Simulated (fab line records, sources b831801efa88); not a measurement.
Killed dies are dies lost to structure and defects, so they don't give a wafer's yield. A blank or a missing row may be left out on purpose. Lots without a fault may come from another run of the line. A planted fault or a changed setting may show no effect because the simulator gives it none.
Problem report in the 8D (eight disciplines) form, filled by code | flow gf180mcu | the parts of the form that need people (team, actions taken, sign-off) are left out

1. THE PROBLEM
bias_w at GF_V2_ETCH_17 reads a mean of 1266 W on 1 wafer of 1 lot; wafers without a fault read 1200 W with a standard deviation of 3.6. That is +18 standard deviations from the usual mean.
The step: etches SiO2 in C4F8/O2/Ar, stops on TiN, target depth 630 nm.
First seen on wafer L683.5, day 25 11:00, on rie_diel-01. The record holds 39 wafers of 13 lots with a number at this step. Rule for "out", or "out of limits": more than 4 standard deviations from the usual mean. The other wafers with a number count as sound.

2. WHAT IT IS AND WHAT IT IS NOT
question                    | is                | is not
which readings at this step | bias_w            | oes_product_au
which lots                  | L683              | L668, L671, L672, L673, L674, L676, L677, L678, L679, L680, L681, L691
which wafers of those lots  | L683.5            | L683.1, L683.6
read on which tools         | rie_diel-01       | rie_diel-03, rie_diel-04
when                        | from day 25 11:00 | up to then (35 sound wafers); but 3 sound wafers of L691 came after

3. SUSPECTS, AND WHAT RULES EACH OUT
Counting: a tool at a process step up to the reading stays a suspect if it ran every lot that is out. Sound lots after the first of them don't rule it out here, since some wafers of a struck lot are sound.
- rie_diel-01 at GF_V2_ETCH_17 (etches SiO2 in C4F8/O2/Ar, stops on TiN, target depth 630 nm): kept. It ran the lot that is out, L683 (day 25 11:00); its last sound lot up to then is L681 (day 25 00:00). Its own readings are out on those wafers: bias_w.
- Within rie_diel-01 at GF_V2_ETCH_17: the wafers that are out ran in chamber 2; their sound lot-mates ran in chamber 1.
Left after counting: rie_diel-01 at GF_V2_ETCH_17.

4. THE CAUSE (what the simulator had put in)
Process parameter drift: rie_diel-01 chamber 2, from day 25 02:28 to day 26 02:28, at GF_V2_ETCH_17. Setting bias_w, moved by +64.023, from 1200. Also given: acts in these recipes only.
Counting left only this tool.

5. THE CHAIN OF EFFECTS, in route order
Each row: a reading whose mean over the struck wafers that have a number lies more than 3 standard deviations from the usual. Only readings for which the record gives a usual standard deviation are gone through. hours: the time from each lot's start at the first step in this table that gives one to its start at this step, as a median over the lots. sigmas: the change in usual standard deviations.
hours | step          | reading | usual  | on struck wafers | change | sigmas
0     | GF_V2_ETCH_17 | bias_w  | 1200 W | 1266             | +66    | +18
The process steps in it:
- GF_V2_ETCH_17: etches SiO2 in C4F8/O2/Ar, stops on TiN, target depth 630 nm.

6. WHAT WOULD HAVE CAUGHT IT SOONER
In this record the first reading out of limits was taken at day 25 11:00, 9 hours after the fault began at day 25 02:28.
